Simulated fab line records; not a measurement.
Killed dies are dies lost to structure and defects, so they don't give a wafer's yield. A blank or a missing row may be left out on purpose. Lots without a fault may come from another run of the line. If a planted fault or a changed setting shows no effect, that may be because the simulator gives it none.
Tool commonality check    flow sky130    Sampled: 12 lots, 36 wafers

== REASON IT WAS OPENED ==
At SKY_VT_ADJUST_NCORE_TW_MEAS_11 the reading VT_ADJUST_NCORE_TW is flagged on 1 of 12 lots. No-fault wafers: 220.5, standard deviation 2.1.
Rule: a lot is flagged in two cases, either no wafer of it has a number, or all its wafers with numbers fall more than 4 standard deviations from that mean. The other lots count as sound.

lot   measured      on             VT_ADJUST_NCORE_TW, wafer by wafer  flag
L347  day 8 08:02   film_metro-01  222.1 223.6 222.8                   
L350  day 9 11:03   film_metro-02  30.3 30.3 30.3                      FLAGGED
L352  day 10 01:51  film_metro-03  218.3 218.6 220.5                   
L355  day 10 20:14  film_metro-03  218.3 219.2 219.2                   
L360  day 12 11:42  film_metro-01  223.9 224.2 224.5                   
L361  day 12 18:47  film_metro-03  219.2 217.1 216.8                   
L363  day 13 04:38  film_metro-01  224.5 223.6 223.8                   
L366  day 14 01:02  film_metro-01  221.3 221.7 222.4                   
L367  day 14 07:20  film_metro-03  218.7 219.5 219.0                   
L368  day 14 12:52  film_metro-03  218.1 220.7 218.5                   
L369  day 15 05:07  film_metro-02  222.5 222.9 222.0                   
L370  day 15 09:29  film_metro-03  219.4 220.3 219.3                   
On average the flagged lots' numbers are 30.3, which is -190.2 against the usual, or -91 standard deviations.

== WHICH TOOL RAN EACH LOT ==
2 process steps preceding the reading are held in the record, out of 708 steps in the route. Cell contents, in order: the tool; ch with the chambers the sampled wafers went through; the start.
lot   flag     SKY_DNWELL_STRIP_08                  SKY_VT_ADJUST_NCORE_EXPOSE_04
L347           plasma_asher-04 ch 0,1, day 3 01:31  iline_stepper-01 ch 0, day 7 22:09
L350  FLAGGED  plasma_asher-02 ch 0,1, day 3 21:11  iline_stepper-01 ch 0, day 9 00:36
L352           plasma_asher-02 ch 0,1, day 4 08:28  iline_stepper-01 ch 0, day 9 14:37
L355           plasma_asher-02 ch 0,1, day 4 22:56  iline_stepper-02 ch 0, day 10 08:30
L360           plasma_asher-03 ch 0,1, day 6 03:37  iline_stepper-01 ch 0, day 12 00:16
L361           plasma_asher-02 ch 0,1, day 6 09:50  iline_stepper-02 ch 0, day 12 06:36
L363           plasma_asher-03 ch 0,1, day 6 17:35  iline_stepper-02 ch 0, day 12 16:35
L366           plasma_asher-02 ch 0, day 7 10:17    iline_stepper-02 ch 0, day 13 12:50
L367           plasma_asher-02 ch 1, day 7 14:22    iline_stepper-02 ch 0, day 13 18:50
L368           plasma_asher-02 ch 0,1, day 7 19:15  iline_stepper-01 ch 0, day 13 23:43
L369           plasma_asher-04 ch 0,1, day 8 06:25  iline_stepper-02 ch 0, day 14 14:58
L370           plasma_asher-02 ch 0,1, day 8 11:50  iline_stepper-01 ch 0, day 14 19:58
What the steps here do:
- SKY_DNWELL_STRIP_08: strips in O2/N2.
- SKY_VT_ADJUST_NCORE_EXPOSE_04: exposes mask LVTN COMPLEMENT THIN, target cd 380 nm.
- SKY_VT_ADJUST_NCORE_TW_MEAS_11

== FLAGGED OVER TOTAL, TOOL BY TOOL (the gauges that took the reading come last) ==
step                            tool              lots run  flagged  share of the flagged lots  sound lots run after its first flagged lot
SKY_DNWELL_STRIP_08             plasma_asher-02   8         1        all                        7 (L352,L355,L361,L366,L367,L368,L370)
SKY_DNWELL_STRIP_08             plasma_asher-03   2         0        none                       -
SKY_DNWELL_STRIP_08             plasma_asher-04   2         0        none                       -
SKY_VT_ADJUST_NCORE_EXPOSE_04   iline_stepper-01  6         1        all                        4 (L352,L360,L368,L370)
SKY_VT_ADJUST_NCORE_EXPOSE_04   iline_stepper-02  6         0        none                       -
SKY_VT_ADJUST_NCORE_TW_MEAS_11  film_metro-01     4         0        none                       -
SKY_VT_ADJUST_NCORE_TW_MEAS_11  film_metro-02     2         1        all                        1 (L369)
SKY_VT_ADJUST_NCORE_TW_MEAS_11  film_metro-03     6         0        none                       -

== WHAT THE TABLE PERMITS ==
3 rows of the table ran every flagged lot: plasma_asher-02 at SKY_DNWELL_STRIP_08, iline_stepper-01 at SKY_VT_ADJUST_NCORE_EXPOSE_04, film_metro-02 at SKY_VT_ADJUST_NCORE_TW_MEAS_11.
- plasma_asher-02 at SKY_DNWELL_STRIP_08 ran 8 lots, 1 of them flagged. After the first flagged lot (L352, L355, L361, L366, L367, L368, L370), sound lots still ran on it; a lasting fault on the whole tool would not permit that.
- iline_stepper-01 at SKY_VT_ADJUST_NCORE_EXPOSE_04 ran 6 lots, 1 of them flagged. After the first flagged lot (L352, L360, L368, L370), sound lots still ran on it; a lasting fault on the whole tool would not permit that.
- film_metro-02 at SKY_VT_ADJUST_NCORE_TW_MEAS_11 ran 2 lots, 1 of them flagged. After the first flagged lot (L369), sound lots still ran on it; a lasting fault on the whole tool would not permit that.
None of the table's rows ran every flagged lot and, after the first, no sound lot.

== WHAT THE SIMULATOR HAD PUT IN ==
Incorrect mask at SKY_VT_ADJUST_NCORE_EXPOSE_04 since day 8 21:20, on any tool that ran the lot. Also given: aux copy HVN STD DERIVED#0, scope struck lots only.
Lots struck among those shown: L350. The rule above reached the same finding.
